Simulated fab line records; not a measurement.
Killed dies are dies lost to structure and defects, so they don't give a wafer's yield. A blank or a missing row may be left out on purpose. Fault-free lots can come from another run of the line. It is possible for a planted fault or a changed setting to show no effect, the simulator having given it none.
Which tool was responsible? + flow sky130 + 21 wafers from 7 lots sampled at 2 of the route's 708 steps

## WHAT EACH GAUGE READ, for each wafer
SKY_VT_ADJUST_LVTN_TW_MEAS_10.
| lot  | measured     | on            | VT_ADJUST_LVTN_TW |
|------|--------------|---------------|-------------------|
| L287 | day 7 11:46  | film metro-03 | 241.1 242.4 240.8 |
| L291 | day 8 11:14  | film metro-01 | 30.5 30.6 30.6    |
| L293 | day 8 23:12  | film metro-01 | 30.5 30.3 30.4    |
| L299 | day 11 00:03 | film metro-01 | 244.5 243.8 245.1 |
| L302 | day 11 12:36 | film metro-03 | 242.1 241.0 239.8 |
| L304 | day 12 05:53 | film metro-02 | 244.8 246.0 245.4 |
| L306 | day 12 17:38 | film metro-01 | 245.1 243.7 243.4 |

## WHAT TOOL EACH LOT RAN ON (gives the tool, then ch and the chambers of the sampled wafers, and finally the start)
| lot  | SKY_VT_ADJUST_LVTN_IMPLANT_08   |
|------|---------------------------------|
| L287 | implanter-01 ch 0, day 7 11:31  |
| L291 | implanter-01, day 8 10:59       |
| L293 | implanter-02, day 8 22:57       |
| L299 | implanter-02 ch 0, day 10 23:48 |
| L302 | implanter-04 ch 0, day 11 12:22 |
| L304 | implanter-02 ch 0, day 12 05:40 |
| L306 | implanter-01 ch 0, day 12 17:23 |
- SKY_VT_ADJUST_LVTN_IMPLANT_08

## THE ANSWER, worked out from the rows above alone
Rule: usual is defined by the lots themselves. Put in order of their means at a reading, lots are off if they are a third of the lots or fewer, leave a main group of 4 or more, and stand apart from it by a gap of 3 or more times the standard deviation of the main group's means; of several such gaps the widest counts. A main group whose means are all the same, to the digits that the tables above print for the reading, isn't used. Also off: a lot with no number at a reading for which 4 or more lots have one. The other lots that the step has rows for count as sound.
Off: L291, L293, seen at SKY_VT_ADJUST_LVTN_TW_MEAS_10 (VT_ADJUST_LVTN_TW). Mean 243.3 and standard deviation 1.7 in the main group.
A tool fits if, at a process step before that reading, it ran every lot that is off, and no sound lot after the first of them. Gauges at SKY_VT_ADJUST_LVTN_TW_MEAS_10: tried the same way as those tools. Not one of the candidates tried fits.

## WHAT THE SIMULATOR PUT IN
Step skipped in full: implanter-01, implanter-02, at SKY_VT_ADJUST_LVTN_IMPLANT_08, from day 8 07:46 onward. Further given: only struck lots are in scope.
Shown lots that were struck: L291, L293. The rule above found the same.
